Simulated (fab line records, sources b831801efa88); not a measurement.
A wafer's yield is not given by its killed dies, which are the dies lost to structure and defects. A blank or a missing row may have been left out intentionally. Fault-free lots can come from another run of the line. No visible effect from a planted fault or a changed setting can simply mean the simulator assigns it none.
What tool caused it? ; flow sky130 ; 36 wafers from 12 lots sampled at 5 of the route's 708 steps

## WHAT THE GAUGES READ, wafer by wafer
SKY_FIELD_ISO_CD_MEAS_13 targets a cd of 150 nm.
lot;measured;on;cdNm (nm)
L499;day 2 09:35;cdSem-01;146.2 147.2 147.8
L500;day 2 13:48;cdSem-01;149.9 149.0 150.0
L501;day 2 21:38;cdSem-02;150.1 149.1 148.6
L502;day 3 02:26;cdSem-02;150.9 151.2 151.3
L503;day 3 08:24;cdSem-01;148.0 148.0 147.6
L504;day 3 12:20;cdSem-02;148.4 149.4 149.8
L505;day 3 21:42;cdSem-01;151.9 152.6 152.2
L506;day 4 00:36;cdSem-02;150.8 150.1 149.5
L510;day 4 21:02;cdSem-02;150.3 149.6 150.9
L512;day 5 05:27;cdSem-02;149.7 150.2 148.8
L519;day 6 19:45;cdSem-02;151.0 148.8 149.4
L520;day 7 00:29;cdSem-01;153.3 152.7 153.0

SKY_VT_ADJUST_LVTN_OVL_MEAS_18.
lot;measured;on;VT_ADJUST_LVTN_01_OVL (nm)
L499;day 7 23:26;overlay-02;0.8 -0.2 -0.2
L500;day 8 09:35;overlay-02;-0.6 -0.5 -0.1
L501;day 8 19:35;overlay-01;-0.8 1.5 -0.3
L502;day 9 00:22;overlay-02;-0.5 -2.0 -0.2
L503;day 9 05:49;overlay-01;1.5 -0.8 0.1
L504;day 9 13:55;overlay-02;-0.3 0.4 0.5
L505;day 9 23:35;overlay-02;-0.2 -1.1 -5.1
L506;day 10 04:31;overlay-02;0.8 -0.2 -1.2
L510;day 11 10:22;overlay-02;162.1 163.3 161.6
L512;day 11 18:14;overlay-01;163.3 163.4 165.0
L519;day 13 19:40;overlay-01;-1.6 -1.8 0.0
L520;day 14 02:46;overlay-02;-1.5 -0.8 -1.6

SKY_VT_ADJUST_LVTN_TW_MEAS_21.
lot;measured;on;VT_ADJUST_LVTN_2_TW
L499;day 7 23:44;filmMetro-02;187.6 187.7 188.0
L500;day 8 09:52;filmMetro-03;187.5 188.0 187.2
L501;day 8 19:52;filmMetro-03;188.2 187.7 188.3
L502;day 9 00:40;filmMetro-04;190.7 189.5 190.4
L503;day 9 06:06;filmMetro-02;188.8 190.0 189.2
L504;day 9 14:12;filmMetro-03;186.8 186.7 187.0
L505;day 9 23:52;filmMetro-04;190.8 190.4 189.9
L506;day 10 04:49;filmMetro-02;188.4 187.7 187.2
L510;day 11 10:38;filmMetro-04;189.3 189.5 189.8
L512;day 11 18:31;filmMetro-02;187.4 187.7 186.7
L519;day 13 19:58;filmMetro-04;189.3 190.8 190.2
L520;day 14 03:03;filmMetro-02;187.9 187.6 188.4

## WHICH TOOL RAN EACH LOT (tool, then ch and the chambers of the sampled wafers, then the start)
lot;SKY_VT_ADJUST_LVTN_STRIP_09;SKY_VT_ADJUST_LVTN_EXPOSE_15
L499;plasmaAsher-02 ch 0,1, day 7 03:26;ilineStepper-02 ch 0, day 7 14:04
L500;plasmaAsher-01 ch 0,1, day 7 13:48;ilineStepper-01 ch 0, day 7 23:50
L501;plasmaAsher-01 ch 0,1, day 7 22:40;ilineStepper-01 ch 0, day 8 08:52
L502;plasmaAsher-04 ch 0,1, day 8 03:12;ilineStepper-01 ch 0, day 8 13:39
L503;plasmaAsher-01 ch 0,1, day 8 07:33;ilineStepper-02 ch 0, day 8 18:23
L504;plasmaAsher-02 ch 0,1, day 8 15:48;ilineStepper-02 ch 0, day 9 02:40
L505;plasmaAsher-02 ch 0,1, day 9 01:15;ilineStepper-01 ch 0, day 9 12:41
L506;plasmaAsher-02 ch 1, day 9 06:10;ilineStepper-01 ch 0, day 9 16:57
L510;plasmaAsher-02 ch 0, day 10 11:18;ilineStepper-02 ch 0, day 10 22:47
L512;plasmaAsher-04 ch 0,1, day 10 19:05;ilineStepper-02 ch 0, day 11 07:08
L519;plasmaAsher-01 ch 0,1, day 12 18:10;ilineStepper-01 ch 0, day 13 06:50
L520;plasmaAsher-02 ch 0,1, day 13 01:07;ilineStepper-01 ch 0, day 13 14:08
- SKY_VT_ADJUST_LVTN_STRIP_09: strips in O2/N2.
- SKY_VT_ADJUST_LVTN_EXPOSE_15: exposes mask HVN STD DERIVED, target cd 600 nm.

## AS READ BY THE TOOLS THEMSELVES (means over the sampled wafers that have a number; for cases with no such wafer, the mark the record gives instead)
SKY_VT_ADJUST_LVTN_STRIP_09.
lot;tool;drypumpMotorCurrentA (A);o2FlowSccm (sccm);oesProductAu (a.u.);stripTimeToEndpointS (s)
L499;plasmaAsher-02;5.6;2993;0.724;36.90
L500;plasmaAsher-01;5.7;3013;0.722;36.87
L501;plasmaAsher-01;5.7;2991;0.720;36.90
L502;plasmaAsher-04;5.5;2996;0.724;36.99
L503;plasmaAsher-01;5.3;3002;0.722;36.96
L504;plasmaAsher-02;5.4;2993;0.723;37.00
L505;plasmaAsher-02;5.6;3007;0.726;36.98
L506;plasmaAsher-02;5.7;3001;0.724;36.94
L510;plasmaAsher-02;5.3;3003;0.725;37.00
L512;plasmaAsher-04;5.4;2999;0.717;37.16
L519;plasmaAsher-01;5.7;3007;0.721;36.81
L520;plasmaAsher-02;5.6;2991;0.723;36.94

SKY_VT_ADJUST_LVTN_EXPOSE_15.
lot;tool;reticleTempC (C)
L499;ilineStepper-02;23.14
L500;ilineStepper-01;22.99
L501;ilineStepper-01;22.81
L502;ilineStepper-01;22.96
L503;ilineStepper-02;23.08
L504;ilineStepper-02;23.06
L505;ilineStepper-01;23.06
L506;ilineStepper-01;23.00
L510;ilineStepper-02;22.94
L512;ilineStepper-02;22.94
L519;ilineStepper-01;23.14
L520;ilineStepper-01;23.11

## THE ANSWER, worked out from the rows above alone
Rule: the lots themselves supply what counts as usual. Put in order of their means at a reading, lots are off if they are a third of the lots or fewer, leave a main group of 4 or more, and stand apart from it by a gap of 3 or more times the standard deviation of the main group's means; of several such gaps the widest counts. The tables above print the reading to a certain number of digits; a main group whose means all agree to those digits is not used. Also off: a lot with no number at a reading for which 4 or more lots have one. Any other lot the step has rows for is counted as sound. Order of review: gauges by route order, followed by the tools' own readings, for which a lot's mean as printed above is used. At the first step where some lot is off, the reading lying furthest off is the one used; lots without a number count as furthest.
Off: L510, L512, seen at SKY_VT_ADJUST_LVTN_OVL_MEAS_18 (VT_ADJUST_LVTN_01_OVL). Main group: mean -0.5 nm, sd 0.76.
A tool fits if, at a process step before that reading, it ran every lot that is off, and no sound lot after the first of them. Gauges at SKY_VT_ADJUST_LVTN_OVL_MEAS_18: tried the same way as those tools. One candidate fits, namely ilineStepper-02 at SKY_VT_ADJUST_LVTN_EXPOSE_15. Its last sound lot is L504 (day 9 02:40), its first lot that is off L510 (day 10 22:47): a fault that began between those two fits.

## WHAT THE SIMULATOR HAD INSERTED
Scanner matching overlay: ilineStepper-02, from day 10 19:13 on, at SKY_VT_ADJUST_LVTN_EXPOSE_15. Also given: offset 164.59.
Lots struck among those shown: L510, L512. This agrees with what the rule above found.
